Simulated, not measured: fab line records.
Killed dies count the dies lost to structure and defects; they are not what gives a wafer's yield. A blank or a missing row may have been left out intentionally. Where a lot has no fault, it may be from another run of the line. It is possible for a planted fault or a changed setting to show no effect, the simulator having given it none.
The tool behind it: which one?    flow gf180mcu    7 lots, 21 wafers sampled, at 2 steps of a route of 602

## WHAT THE GAUGES READ, wafer by wafer
GF_MVSD_OVL_MEAS_07.
lot   measured     on          MVSD_OVL (nm)
L588  day 4 16:14  overlay-02  1.3 1.8 2.0
L591  day 5 08:56  overlay-02  -0.4 0.5 0.4
L593  day 5 20:37  overlay-01  -0.4 1.6 1.8
L599  day 7 07:22  overlay-01  - - -
L602  day 8 00:23  overlay-02  - - -
L604  day 8 12:39  overlay-02  1.6 1.7 0.3
L608  day 9 10:59  overlay-02  1.2 0.4 1.5

## TOOL THAT RAN EACH LOT (tool first, then ch and the chambers of the sampled wafers, then the start)
lot   GF_MVSD_DEVELOP_06
L588  litho_track-01 ch 0, day 4 16:00
L591  litho_track-01 ch 0, day 5 08:00
L593  litho_track-01 ch 0, day 5 20:00
L599  litho_track-01 ch 0, day 7 07:00
L602  litho_track-01 ch 0, day 8 00:00
L604  litho_track-03 ch 0, day 8 12:00
L608  litho_track-04 ch 0, day 9 10:00
- GF_MVSD_DEVELOP_06: develop time 60 s.

## THE ANSWER, worked out from the rows above alone
Rule: the usual values come from the lots themselves. Put in order of their means at a reading, lots are off if they are a third of the lots or fewer, leave a main group of 4 or more, and stand apart from it by a gap of 3 or more times the standard deviation of the main group's means; of several such gaps the widest counts. A main group is skipped when, at the precision printed for the reading in the tables above, its means are all equal. Also off: a lot with no number at a reading for which 4 or more lots have one. All remaining lots with rows at the step are treated as sound.
Off: L599, L602, seen at GF_MVSD_OVL_MEAS_07 (MVSD_OVL). Without a number there: L599, L602. The main group: mean 1.0 nm, standard deviation 0.49.
A tool fits if, at a process step before that reading, it ran every lot that is off, and no sound lot after the first of them. Gauges at GF_MVSD_OVL_MEAS_07: tried the same way as those tools. One fits: litho_track-01 at GF_MVSD_DEVELOP_06. A fault onset in the window from L593 (day 5 20:00, its last sound lot) to L599 (day 7 07:00, its first lot off) fits.

## WHAT THE SIMULATOR PUT IN
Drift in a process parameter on litho_track-01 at GF_MVSD_DEVELOP_06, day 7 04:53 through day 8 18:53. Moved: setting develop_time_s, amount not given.
Struck lots among those shown: L599, L602. Same finding as the rule above.
